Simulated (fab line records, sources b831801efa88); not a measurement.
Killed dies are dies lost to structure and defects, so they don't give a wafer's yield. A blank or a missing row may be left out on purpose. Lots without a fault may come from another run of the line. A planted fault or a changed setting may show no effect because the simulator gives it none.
Which tool did it? | flow sky130 | 14 lots, 42 wafers sampled, at 4 steps of a route of 708

WHAT THE GAUGES READ, wafer by wafer
SKY_POLY_GATE_CD_MEAS_22.
lot  | measured     | on        | cd_nm (nm)
L804 | day 16 22:25 | cd_sem-02 | 148.7 149.0 148.9
L805 | day 17 08:27 | cd_sem-01 | 150.8 150.3 148.8
L807 | day 17 14:59 | cd_sem-01 | 151.8 148.9 146.8
L809 | day 18 12:52 | cd_sem-02 | 149.1 149.5 147.7
L810 | day 19 01:40 | cd_sem-01 | 151.1 149.8 147.4
L811 | day 19 14:40 | cd_sem-01 | 150.4 151.7 152.4
L812 | day 19 17:44 | cd_sem-01 | 149.7 148.6 149.3
L813 | day 19 20:37 | cd_sem-01 | 147.6 147.5 147.9
L818 | day 22 01:04 | cd_sem-02 | - - -
L819 | day 22 21:26 | cd_sem-02 | - - -
L820 | day 23 03:59 | cd_sem-02 | 152.8 151.3 152.7
L823 | day 23 16:23 | cd_sem-02 | 150.0 150.8 149.3
L824 | day 25 01:46 | cd_sem-02 | 148.1 150.7 147.2
L825 | day 25 03:05 | cd_sem-02 | 151.4 149.7 147.5

WHICH TOOL RAN EACH LOT (tool, then ch and the chambers of the sampled wafers, then the start)
lot  | SKY_FIELD_ISO_ETCH_14             | SKY_FIELD_ISO_ETCH_15             | SKY_POLY_GATE_PEB_11
L804 | rie_diel-03 ch 0,1,3, day 2 09:16 | rie_diel-03 ch 0,1,3, day 2 09:19 | litho_track-02 ch 0, day 16 19:00
L805 | rie_diel-03 ch 1,2,3, day 2 15:56 | rie_diel-03 ch 1,2,3, day 2 15:59 | litho_track-02 ch 0, day 17 05:00
L807 | rie_diel-03 ch 1,2,3, day 3 02:20 | rie_diel-03 ch 1,2,3, day 3 02:23 | litho_track-04 ch 0, day 17 11:00
L809 | rie_diel-04 ch 0,2, day 3 12:08   | rie_diel-04 ch 0,2, day 3 12:11   | litho_track-02 ch 0, day 18 10:00
L810 | rie_diel-04 ch 2,3, day 3 18:23   | rie_diel-04 ch 2,3, day 3 18:26   | litho_track-03 ch 0, day 18 21:00
L811 | rie_diel-04 ch 1,2, day 4 01:22   | rie_diel-04 ch 1,2, day 4 01:24   | litho_track-03 ch 0, day 19 12:00
L812 | rie_diel-01 ch 0,3, day 4 03:22   | rie_diel-01 ch 0,3, day 4 03:25   | litho_track-04 ch 0, day 19 15:00
L813 | rie_diel-04 ch 1,2,3, day 4 08:05 | rie_diel-04 ch 1,2,3, day 4 08:08 | litho_track-04 ch 0, day 19 18:00
L818 | rie_diel-03 ch 1,2,3, day 5 14:43 | rie_diel-03 ch 1,2,3, day 5 14:45 | litho_track-04, day 21 22:00
L819 | rie_diel-01 ch 1,2, day 5 22:25   | rie_diel-01 ch 1,2, day 5 22:27   | litho_track-02, day 22 19:00
L820 | rie_diel-03 ch 0,1,2, day 6 01:43 | rie_diel-03 ch 0,1,2, day 6 01:45 | litho_track-03 ch 0, day 23 01:00
L823 | rie_diel-04 ch 0,1,3, day 6 11:16 | rie_diel-04 ch 0,1,3, day 6 11:19 | litho_track-02 ch 0, day 23 14:00
L824 | rie_diel-01 ch 0,1,2, day 7 09:08 | rie_diel-01 ch 0,1,2, day 7 09:11 | litho_track-02 ch 0, day 24 23:00
L825 | rie_diel-01 ch 0,1, day 7 10:43   | rie_diel-01 ch 0,1, day 7 10:45   | litho_track-02 ch 0, day 25 00:00
- SKY_FIELD_ISO_ETCH_14: etches BARC in N2/H2, stops on SiO2, time 45.9 s, target depth 60 nm.
- SKY_FIELD_ISO_ETCH_15: etches the open film in CHF3/O2, stops on Si, target depth 180 nm, time 72 s.
- SKY_POLY_GATE_PEB_11

WHAT THE TOOLS THEMSELVES READ (means of the sampled wafers that have a number; where no wafer has one, the mark that the record gives instead)
SKY_FIELD_ISO_ETCH_14.
lot  | tool        | drypump_motor_current_A (A) | oes_product_au (a.u.) | throttle_valve_pct (%)
L804 | rie_diel-03 | 5.6                         | 0.861                 | 13.226
L805 | rie_diel-03 | 5.4                         | 0.851                 | 13.219
L807 | rie_diel-03 | 5.4                         | 0.852                 | 13.225
L809 | rie_diel-04 | 6.0                         | 0.852                 | 13.231
L810 | rie_diel-04 | 5.7                         | 0.860                 | 13.234
L811 | rie_diel-04 | 6.2                         | 0.855                 | 13.221
L812 | rie_diel-01 | 6.5                         | 0.855                 | 13.222
L813 | rie_diel-04 | 5.9                         | 0.861                 | 13.230
L818 | rie_diel-03 | 5.4                         | 0.856                 | 13.228
L819 | rie_diel-01 | 6.0                         | 0.852                 | 13.227
L820 | rie_diel-03 | 5.4                         | 0.852                 | 13.221
L823 | rie_diel-04 | 6.1                         | 0.855                 | 13.229
L824 | rie_diel-01 | 6.0                         | 0.854                 | 13.227
L825 | rie_diel-01 | 5.8                         | 0.853                 | 13.226

SKY_FIELD_ISO_ETCH_15.
lot  | tool        | drypump_motor_current_A (A) | oes_product_au (a.u.) | throttle_valve_pct (%)
L804 | rie_diel-03 | 5.7                         | 0.967                 | 8.855
L805 | rie_diel-03 | 5.4                         | 0.969                 | 8.853
L807 | rie_diel-03 | 5.4                         | 0.968                 | 8.852
L809 | rie_diel-04 | 6.0                         | 0.970                 | 8.856
L810 | rie_diel-04 | 5.7                         | 0.973                 | 8.850
L811 | rie_diel-04 | 6.2                         | 0.963                 | 8.850
L812 | rie_diel-01 | 6.5                         | 0.964                 | 8.848
L813 | rie_diel-04 | 5.9                         | 0.966                 | 8.853
L818 | rie_diel-03 | 5.4                         | 0.955                 | 8.846
L819 | rie_diel-01 | 6.0                         | 0.967                 | 8.847
L820 | rie_diel-03 | 5.4                         | 0.962                 | 8.853
L823 | rie_diel-04 | 6.1                         | 0.966                 | 8.850
L824 | rie_diel-01 | 6.0                         | 0.972                 | 8.848
L825 | rie_diel-01 | 5.8                         | 0.962                 | 8.848

SKY_POLY_GATE_PEB_11.
lot  | tool           | exhaust_pa (Pa)
L804 | litho_track-02 | 45.0
L805 | litho_track-02 | 46.4
L807 | litho_track-04 | 44.4
L809 | litho_track-02 | 44.6
L810 | litho_track-03 | 44.8
L811 | litho_track-03 | 44.9
L812 | litho_track-04 | 44.4
L813 | litho_track-04 | 44.9
L818 | litho_track-04 | -
L819 | litho_track-02 | -
L820 | litho_track-03 | 44.0
L823 | litho_track-02 | 45.6
L824 | litho_track-02 | 43.5
L825 | litho_track-02 | 46.6

THE ANSWER, worked out from the rows above alone
Rule: what is usual is taken from the lots themselves. Put in order of their means at a reading, lots are off if they are a third of the lots or fewer, leave a main group of 4 or more, and stand apart from it by a gap of 3 or more times the standard deviation of the main group's means; of several such gaps the widest counts. A main group whose means are all the same, to the digits that the tables above print for the reading, isn't used. A lot without any number at a reading at which 4 lots or more have one is off too. The other lots that the step has rows for count as sound. The gauges are gone through in route order, then the tools' own readings, and for those a lot's mean is taken as printed above. The first step at which some lot is off is used, and at that step the reading that is off furthest; a lot without a number counts as furthest.
Off: L818, L819, at SKY_POLY_GATE_CD_MEAS_22 (cd_nm). Without a number there: L818, L819. The main group: mean 149.6 nm, standard deviation 1.2.
A tool fits if, at a process step before that reading, it ran every lot that is off, and no sound lot after the first of them. The gauges at SKY_POLY_GATE_CD_MEAS_22 aren't tried: what is off there is off at SKY_POLY_GATE_PEB_11 too, on other tools, and a gauge's error can't cause that. None of those tried fits.

WHAT THE SIMULATOR HAD PUT IN
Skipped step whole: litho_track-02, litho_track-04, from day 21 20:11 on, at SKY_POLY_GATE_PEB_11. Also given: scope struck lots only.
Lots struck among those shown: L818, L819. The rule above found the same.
